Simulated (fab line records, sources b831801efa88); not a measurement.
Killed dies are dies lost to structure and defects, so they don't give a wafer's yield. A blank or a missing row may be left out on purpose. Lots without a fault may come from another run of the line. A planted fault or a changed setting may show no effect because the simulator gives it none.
A struck lot beside a sound one | flow sky130 | 16 steps out of a route of 708
Sound: wafers L260.2, L260.3, L260.4. Struck: wafers L269.1, L269.2, L269.4. The cause comes at the end.
At each step with rows: each side's tool, then ch and its chambers, then its first start. Under that, the readings that differ: sound wafers | struck wafers | difference of the means | sigmas: that difference in standard deviations of wafers without a fault.
alike: readings whose means differ by less than 2 such deviations, and words and numbers that are the same on both sides. not compared: withheld readings, readings that some wafer has no value for, bounds like >300 that may hide the same value, and numbers for which the record gives no deviation and whose values overlap.
The two part at a step that has a row with sigmas, a row that says differs or no value, or rows on one side only. Numbers that don't overlap but have no deviation are shown without sigmas and don't part them. A reading that every wafer of one side lacks parts them only if that side has two wafers or more.

SKY_METAL1_THK_MEAS_06: measures by xrf.
  sound on film_metro-01, day 34 10:48; struck on film_metro-01, day 37 13:42
  alike: METAL1_ALCU_THK
then, 8 steps without rows for these wafers: SKY_METAL1_DEHYDRATE_07 (time 60 s); SKY_METAL1_HMDS_08 (prime time 60 s); SKY_METAL1_COAT_09 (resist thk 60 nm); SKY_METAL1_COAT_10 (resist thk 450 nm); SKY_METAL1_SOFTBAKE_11 (time 90 s); SKY_METAL1_EXPOSE_12 (exposes mask MM1, target cd 140 nm); SKY_METAL1_PEB_13; SKY_METAL1_DEVELOP_14 (develop time 60 s).
SKY_METAL1_CD_MEAS_15: target cd 140 nm.
  sound on cd_sem-02, day 35 13:42; struck on cd_sem-01, day 38 15:27
  alike: cd_nm
SKY_METAL1_OVL_MEAS_16:
  sound on overlay-01, day 35 13:49; struck on overlay-01, day 38 15:34
  alike: METAL1_OVL
SKY_METAL1_DESCUM_17: chemistry O2, time 8 s.
  sound on rie_metal-03 ch 0,1, day 35 13:50; struck on rie_metal-01 ch 0,1, day 38 15:37
  alike: drypump_motor_current_A, oes_product_au
  not compared: rf_hours_counter_h
SKY_METAL1_ETCH_18: etches BARC in N2/H2, stops on SiO2, time 45.9 s, target depth 60 nm.
  sound on rie_metal-03 ch 0,1, day 35 13:52; struck on rie_metal-01 ch 0,1, day 38 15:38
  reading                                       | sound             | struck            | difference                    | sigmas
  bias_w (W)                                    | 99.8 99.9 100.1   | - - -             | no value on the struck wafers |
  oes_product_au (a.u.)                         | 0.861 0.856 0.847 | 1.008 1.007 1.008 | +0.153                        | +32
  run_length_s (s)                              | 74.3 74.3 73.9    | 63.4 63.7 63.8    | -10.5                         | -28
  model.KrF-thick_of_METAL1_COAT_10.thk_nm (nm) | 394.5 394.3 395.1 | 400.7 400.7 401.1 | +6.2                          |
  alike: drypump_motor_current_A, throttle_valve_pct
  not compared: rf_hours_counter_h
SKY_METAL1_METAL_ETCH_19: etches the open film in Cl2/BCl3, stops on SiO2, target depth 360 nm, time 78 s.
  sound on rie_metal-03 ch 0,1, day 35 13:56; struck on rie_metal-01 ch 0,1, day 38 15:42
  reading                                       | sound             | struck          | difference | sigmas
  model.KrF-thick_of_METAL1_COAT_10.thk_nm (nm) | 162.2 159.1 164.1 | 167.4 167.3 165 | +4.8       |
  alike: bias_w, drypump_motor_current_A, oes_product_au, run_length_s, throttle_valve_pct
  not compared: rf_hours_counter_h
SKY_METAL1_STRIP_20: strips in O2/N2.
  sound on plasma_asher-03 ch 0,1, day 35 14:01; struck on plasma_asher-02 ch 0,1, day 38 15:47
  alike: drypump_motor_current_A, oes_product_au, strip_time_to_endpoint_s
  not compared: rf_hours_counter_h
-- the record jumps here: 12 days lie between the struck wafers' starts before and after (it left off in module METAL1 and takes up again in module PAD_OPEN, whose first step shown is number 708 of the route) --
SKY_PAD_OPEN_PROBE_99:
  sound on prober-02, day 48 05:22; struck on prober-02, day 50 13:37
  reading                               | sound                | struck               | difference | sigmas
  model.etest.met1_comb.leak_log10_a_um | -11.95 -12.27 -11.98 | -11.91 -11.85 -11.62 | +0.27      |
  alike: defect_limited_yield, killed_at_M0_to_M3, killed_at_M4_up, killed_at_contacts, killed_at_front_end, killed_at_other, killed_dies, killed_open, killed_short, sort_bin_3_pad_short, sort_bin_5_function, sort_bin_6_memory, sort_n_pass, sort_yield_pct

WHERE THEY PART
Only at SKY_METAL1_ETCH_18, within this record. Later steps at which nothing parts them and some readings are alike: SKY_METAL1_METAL_ETCH_19, SKY_METAL1_STRIP_20, SKY_PAD_OPEN_PROBE_99.

WHY: what the simulator had put in
Process parameter drift: rie_metal-01, from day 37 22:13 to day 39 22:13, at SKY_METAL1_ETCH_18. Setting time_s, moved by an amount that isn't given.
